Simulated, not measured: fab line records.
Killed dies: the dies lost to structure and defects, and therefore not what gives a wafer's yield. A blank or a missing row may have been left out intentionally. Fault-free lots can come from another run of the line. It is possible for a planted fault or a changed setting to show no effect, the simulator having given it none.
Struck lot and sound lot, side by side || flow sfq-line || 14 steps out of a route of 325
Sound: wafers L491.1, L491.3, L491.6. Struck: wafers L500.1, L500.4, L500.6. The cause is named last.
At each step with rows: each side's tool, then ch and its chambers, then its first start. Under that, the readings that differ: sound wafers || struck wafers || difference of the means || sigmas: that difference in standard deviations of wafers without a fault.
alike: a reading whose means differ by less than 2 such deviations, as well as words and numbers matching on both sides. not compared: withheld readings; readings where some wafer has no value; bounds like >300 that might hide an equal value; numbers whose values overlap and for which the record gives no deviation.
A row with sigmas, a row that says differs or no value, or rows on one side alone: a step with any of these is where the two part. Non-overlapping numbers with no deviation appear without sigmas and do not part them. A reading missing from all wafers of one side parts the sides only when that side holds two or more wafers.

first, 4 steps without rows for these wafers: SFQ_TRILAYER_M2_LITHO_SOFTBAKE_061; SFQ_TRILAYER_M2_LITHO_EXPOSE_058 (exposes mask M2, target cd 500 nm); SFQ_TRILAYER_M2_LITHO_PEB_060 (peb time 60 s); SFQ_TRILAYER_M2_LITHO_DEVELOP_059 (time 60 s).
SFQ_M2_OVL_MEAS_916:
  struck on overlay-01, day 33 06:17; sound on overlay-01, day 28 19:16
  alike: M2_OVL
SFQ_TRILAYER_M2_BARC_OPEN_METAL_ETCH_077: etches BARC in O2, target depth 125 nm, time 41.7 s.
  sound on rie-metal-01 ch 0, day 28 19:17; struck on rie-metal-03 ch 0,1, day 33 06:19
  alike: chamber-pressure-mTorr, drypump-motor-current-A, oes-product-au
  not compared: rf-hours-counter-h
SFQ_TRILAYER_M2_ETCH_METAL_ETCH_060: etches Nb in Cl2/Ar, stops on SiO2, target depth 240 nm, time 120 s.
  sound on rie-metal-01 ch 0, day 28 19:21; struck on rie-metal-03 ch 0,1, day 33 06:23
  alike: chamber-pressure-mTorr, drypump-motor-current-A, oes-product-au
  not compared: rf-hours-counter-h
SFQ_TRILAYER_M2_STRIP_STRIP_061: strips in O2.
  sound on rie-metal-01 ch 0, day 28 19:29; struck on rie-metal-03 ch 0,1, day 33 06:30
  alike: chamber-pressure-mTorr, drypump-motor-current-A, oes-product-au
  not compared: rf-hours-counter-h
then, 1 step without rows for these wafers: SFQ_TRILAYER_M2_STRIP_SOLV_CLEAN_062 (cleans in NMP, time 600 s).
SFQ_TRILAYER_I2_DEP_PECVD_063: deposits SiO2 from SiH4/N2O, time 111.11 s, target thk 500 nm.
  sound on pecvd-01 ch 0,1, day 28 20:15; struck on pecvd-04 ch 0,2, day 33 07:17
  alike: heater-power-w, throttle-valve-pct
SFQ_TRILAYER_I2_CMP_CMP_064: polishes SiO2.
  sound on cmp-02 ch 1,2, day 29 11:09; struck on cmp-01 ch 1,2,3, day 35 04:23
  alike: motor-current-A, platen-rpm, retaining-ring-pressure-frac, slurry-filter-dp-kPa, time-to-endpoint-s
SFQ_I2_BOW_MEAS_917:
  struck on film-metro-02, day 35 07:23; sound on film-metro-03, day 29 14:09
  alike: I2_BOW
SFQ_TRILAYER_I2_METRO_MEASURE_065:
  struck on film-metro-02, day 35 07:30; sound on film-metro-03, day 29 14:16
{"reading": "thk-nm (nm)", "sound": "201.2 199.0 200.2", "struck": "204.6 204.9 203.9", "difference": "+4.3", "sigmas": "+4"}
then, 1 step without rows for these wafers: SFQ_TRILAYER_I2_VIA_LITHO_COAT_072 (resist thk 62 nm).

## WHERE THEY PART
Within this record, at SFQ_TRILAYER_I2_METRO_MEASURE_065 only.

WHY: the cause the simulator had injected
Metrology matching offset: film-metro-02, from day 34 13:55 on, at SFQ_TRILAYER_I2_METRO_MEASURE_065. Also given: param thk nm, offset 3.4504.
